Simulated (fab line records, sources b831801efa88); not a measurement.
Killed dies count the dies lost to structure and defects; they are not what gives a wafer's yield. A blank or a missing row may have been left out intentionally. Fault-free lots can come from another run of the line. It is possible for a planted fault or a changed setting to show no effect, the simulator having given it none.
Commonality check across tools    flow gf180mcu    Sampled: 13 lots, 39 wafers

## THE REASON FOR OPENING IT
2 of 13 lots carry a flag on the reading VT_IMPLANT_3_TW at GF_VT_IMPLANT_TW_MEAS_32. Wafers without a fault read 267.5, standard deviation 1.7.
Rule: a lot is flagged when every wafer of it that has a number lies more than 4 standard deviations from that mean, or none has a number. As for the other lots, they are considered sound.

lot   measured      on             VT_IMPLANT_3_TW, wafer by wafer  flag
L472  day 6 20:38   film_metro-04  266.9 268.0 266.9                
L473  day 7 03:38   film_metro-01  264.9 265.7 266.2                
L475  day 7 17:59   film_metro-04  266.5 266.5 266.7                
L476  day 7 23:20   film_metro-01  327.1 324.2 326.2                FLAGGED
L478  day 8 17:32   film_metro-04  266.9 267.9 267.5                
L479  day 8 19:47   film_metro-01  266.2 267.0 266.8                
L480  day 9 03:45   film_metro-03  331.0 333.5 331.2                FLAGGED
L484  day 10 03:30  film_metro-04  268.4 267.5 266.6                
L487  day 10 23:47  film_metro-03  268.8 267.8 268.9                
L489  day 11 11:05  film_metro-03  268.5 270.8 270.1                
L490  day 11 17:29  film_metro-01  269.2 266.8 267.8                
L491  day 12 00:59  film_metro-03  268.9 270.3 269.7                
L495  day 13 04:53  film_metro-04  265.9 266.2 266.3                
The mean of the flagged lots' numbers is 328.9, +61.4 from the usual (+36 standard deviations).

## WHICH TOOL RAN EACH LOT
2 process steps preceding the reading are held in the record, out of 602 steps in the route. Read each cell as the tool, then ch plus the chambers that the sampled wafers visited, then the start.
lot   flag     GF_MVPSD_STRIP_10                     GF_VT_IMPLANT_IMPLANT_30
L472           plasma_asher-03 ch 0,1, day 5 00:08   implanter-03 ch 0, day 6 20:23
L473           plasma_asher-04 ch 0,1, day 5 06:20   implanter-03 ch 0, day 7 03:23
L475           plasma_asher-01 ch 0,1, day 5 19:23   implanter-03 ch 0, day 7 17:45
L476  FLAGGED  plasma_asher-01 ch 0,1, day 5 23:44   implanter-01 ch 0, day 7 22:47
L478           plasma_asher-03 ch 0,1, day 6 17:14   implanter-01 ch 0, day 8 17:17
L479           plasma_asher-01 ch 0,1, day 6 19:53   implanter-01 ch 0, day 8 19:32
L480  FLAGGED  plasma_asher-04 ch 0,1, day 7 03:20   implanter-01 ch 0, day 9 03:12
L484           plasma_asher-01 ch 0,1, day 8 01:14   implanter-01 ch 0, day 10 03:17
L487           plasma_asher-03 ch 0,1, day 8 18:56   implanter-02 ch 0, day 10 23:32
L489           plasma_asher-03 ch 0,1, day 9 05:11   implanter-02 ch 0, day 11 10:51
L490           plasma_asher-03 ch 0,1, day 9 12:11   implanter-02 ch 0, day 11 17:15
L491           plasma_asher-03 ch 0,1, day 9 18:26   implanter-01 ch 0, day 12 00:45
L495           plasma_asher-04 ch 0,1, day 10 19:56  implanter-03 ch 0, day 13 04:38
What these steps do:
- GF_MVPSD_STRIP_10: strips in O2/N2.
- GF_VT_IMPLANT_IMPLANT_30
- GF_VT_IMPLANT_TW_MEAS_32

## FLAGGED AGAINST TOTAL, ONE TOOL AT A TIME (gauges that did the reading follow at the end)
step                      tool             lots run  flagged  share of the flagged lots  sound lots run after its first flagged lot
GF_MVPSD_STRIP_10         plasma_asher-01  4         1        some                       2 (L479,L484)
GF_MVPSD_STRIP_10         plasma_asher-03  6         0        none                       -
GF_MVPSD_STRIP_10         plasma_asher-04  3         1        some                       1 (L495)
GF_VT_IMPLANT_IMPLANT_30  implanter-01     6         2        all                        4 (L478,L479,L484,L491)
GF_VT_IMPLANT_IMPLANT_30  implanter-02     3         0        none                       -
GF_VT_IMPLANT_IMPLANT_30  implanter-03     4         0        none                       -
GF_VT_IMPLANT_TW_MEAS_32  film_metro-01    4         1        some                       2 (L479,L490)
GF_VT_IMPLANT_TW_MEAS_32  film_metro-03    4         1        some                       3 (L487,L489,L491)
GF_VT_IMPLANT_TW_MEAS_32  film_metro-04    5         0        none                       -

## WHAT IS ALLOWED BY THE TABLE
In the table, 1 row covers all flagged lots: implanter-01 at GF_VT_IMPLANT_IMPLANT_30.
- implanter-01 at GF_VT_IMPLANT_IMPLANT_30 ran 6 lots, 2 of them flagged. After the first flagged lot (L478, L479, L484, L491), sound lots still ran on it; a lasting fault on the whole tool would not permit that.
None of the table's rows ran every flagged lot and, after the first, no sound lot.

## WHAT HAD BEEN PUT IN BY THE SIMULATOR
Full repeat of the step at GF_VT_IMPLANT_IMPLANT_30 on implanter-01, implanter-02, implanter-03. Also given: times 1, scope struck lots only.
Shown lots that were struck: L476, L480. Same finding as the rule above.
